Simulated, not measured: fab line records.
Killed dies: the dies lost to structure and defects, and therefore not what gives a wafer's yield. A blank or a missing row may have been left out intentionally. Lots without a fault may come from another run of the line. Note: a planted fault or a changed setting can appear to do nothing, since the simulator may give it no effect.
What tool caused it? + flow gf180mcu + 15 lots with 45 wafers sampled at 3 steps, on a route of 602 steps

## WHAT EACH GAUGE READ, for each wafer
GF_M5_CD_MEAS_07: the cd target is 280 nm. Usual: cd nm 280.3 nm, standard deviation 1.3.
| lot  | measured     | on        | cd nm (nm)        | flag |
|------|--------------|-----------|-------------------|------|
| L704 | day 25 20:21 | cd sem-02 | 280.2 280.3 280.8 |      |
| L705 | day 26 06:19 | cd sem-02 | 278.0 277.2 278.1 |      |
| L706 | day 27 14:27 | cd sem-01 | 279.3 280.1 279.1 |      |
| L709 | day 27 19:09 | cd sem-01 | 280.6 279.8 280.8 |      |
| L708 | day 27 21:00 | cd sem-02 | 280.7 280.9 281.2 |      |
| L710 | day 28 01:45 | cd sem-02 | 279.1 280.5 279.5 |      |
| L712 | day 28 18:59 | cd sem-02 | 278.6 278.3 278.4 |      |
| L713 | day 29 07:56 | cd sem-02 | 279.8 280.1 279.5 |      |
| L715 | day 29 20:54 | cd sem-02 | 281.5 280.9 281.4 |      |
| L716 | day 29 21:16 | cd sem-01 | 278.6 279.5 279.7 |      |
| L717 | day 30 06:36 | cd sem-02 | 281.4 282.3 282.0 |      |
| L727 | day 32 21:16 | cd sem-02 | 281.3 281.1 281.4 |      |

## WHICH TOOL RAN EACH LOT (tool, then ch and the chambers of the sampled wafers, then the start)
| lot  | GF_M2_PEB_12                      | GF_V4_ETCH_16                      |
|------|-----------------------------------|------------------------------------|
| L704 | litho track-02 ch 0, day 18 16:23 | rie diel-03 ch 0,1, day 23 23:08   |
| L705 | litho track-02 ch 0, day 19 05:02 | rie diel-03 ch 1,2,3, day 24 10:02 |
| L706 | litho track-02 ch 0, day 20 18:26 | rie diel-02 ch 0,1,2, day 25 20:10 |
| L709 | litho track-01 ch 0, day 21 00:50 | rie diel-03 ch 0,1,2, day 26 00:44 |
| L708 | litho track-03 ch 0, day 21 01:35 | rie diel-02 ch 0,1,3, day 26 02:35 |
| L710 | litho track-02 ch 0, day 21 10:52 | rie diel-02 ch 1,2,3, day 26 08:59 |
| L712 | litho track-02 ch 0, day 22 05:43 | rie diel-02 ch 1,2,3, day 27 02:04 |
| L713 | litho track-01 ch 0, day 22 19:38 | rie diel-04 ch 0,1,2, day 27 14:14 |
| L715 | litho track-01 ch 0, day 23 13:20 | rie diel-02 ch 1,2,3, day 28 05:43 |
| L716 | litho track-01 ch 0, day 23 14:19 | rie diel-04 ch 1,2, day 28 06:20   |
| L717 | litho track-02 ch 0, day 23 23:32 | rie diel-02 ch 0,3, day 28 14:58   |
| L722 | litho track-02, day 25 15:39      | -                                  |
| L723 | litho track-03, day 25 22:38      | -                                  |
| L724 | litho track-01, day 26 06:40      | -                                  |
| L727 | litho track-01 ch 0, day 27 02:32 | rie diel-02 ch 1,2,3, day 31 09:40 |
- GF_M2_PEB_12: peb time 90 s.
- GF_V4_ETCH_16: etches BARC in N2/H2.

## AS READ BY THE TOOLS THEMSELVES (means over the sampled wafers that have a number; for cases with no such wafer, the mark the record gives instead)
GF_M2_PEB_12. Usual: chill plate temp C 22.99 C, standard deviation 0.13; exhaust pa 45.0 Pa, standard deviation 0.81.
| lot  | tool           | chill plate temp C (C) | exhaust pa (Pa) | flag |
|------|----------------|------------------------|-----------------|------|
| L704 | litho track-02 | 22.90                  | 44.8            |      |
| L705 | litho track-02 | 23.07                  | 44.9            |      |
| L706 | litho track-02 | 22.80                  | 45.3            |      |
| L709 | litho track-01 | 23.13                  | 45.4            |      |
| L708 | litho track-03 | 22.93                  | 44.9            |      |
| L710 | litho track-02 | 22.99                  | 45.7            |      |
| L712 | litho track-02 | 22.90                  | 45.9            |      |
| L713 | litho track-01 | 23.03                  | 44.0            |      |
| L715 | litho track-01 | 23.02                  | 45.3            |      |
| L716 | litho track-01 | 23.01                  | 45.1            |      |
| L717 | litho track-02 | 22.86                  | 45.0            |      |
| L722 | litho track-02 | -                      | -               | OFF  |
| L723 | litho track-03 | -                      | -               | OFF  |
| L724 | litho track-01 | -                      | -               | OFF  |
| L727 | litho track-01 | 23.06                  | 44.0            |      |

GF_V4_ETCH_16. Usual: drypump motor current A 5.8 A, standard deviation 0.35; oes product au 0.856 a.u., standard deviation 0.0051; throttle valve pct 13.224 %, standard deviation 0.0085.
| lot  | tool        | drypump motor current A (A) | oes product au (a.u.) | throttle valve pct (%) | flag |
|------|-------------|-----------------------------|-----------------------|------------------------|------|
| L704 | rie diel-03 | 5.7                         | 0.854                 | 13.222                 |      |
| L705 | rie diel-03 | 5.6                         | 0.853                 | 13.232                 |      |
| L706 | rie diel-02 | 5.9                         | 0.858                 | 13.227                 |      |
| L709 | rie diel-03 | 5.9                         | 0.860                 | 13.222                 |      |
| L708 | rie diel-02 | 6.1                         | 0.859                 | 13.228                 |      |
| L710 | rie diel-02 | 5.9                         | 0.855                 | 13.224                 |      |
| L712 | rie diel-02 | 5.8                         | 0.856                 | 13.236                 |      |
| L713 | rie diel-04 | 5.6                         | 0.853                 | 13.218                 |      |
| L715 | rie diel-02 | 5.8                         | 0.855                 | 13.225                 |      |
| L716 | rie diel-04 | 5.7                         | 0.852                 | 13.219                 |      |
| L717 | rie diel-02 | 6.2                         | 0.855                 | 13.217                 |      |
| L727 | rie diel-02 | 5.9                         | 0.857                 | 13.222                 |      |

## THE ANSWER, worked out from the rows above alone
Rule: lot off if the mean of its wafers having a number is beyond 3 standard deviations from the usual mean. A lot without any number at a reading at which 4 lots or more have one is off too. All remaining lots with rows at the step are treated as sound. Order of review: gauges by route order, followed by the tools' own readings, for which a lot's mean as printed above is used. The first step at which some lot is off is used, and at that step the reading that is off furthest; a lot without a number counts as furthest.
Off, at GF_M2_PEB_12 on chill plate temp C: L722, L723, L724. Without a number there: L722, L723, L724.
A tool fits if, at that step or a process step before it, it ran every lot that is off, and no sound lot after the first of them. Of those tried, none fits.

## WHAT HAD BEEN PUT IN BY THE SIMULATOR
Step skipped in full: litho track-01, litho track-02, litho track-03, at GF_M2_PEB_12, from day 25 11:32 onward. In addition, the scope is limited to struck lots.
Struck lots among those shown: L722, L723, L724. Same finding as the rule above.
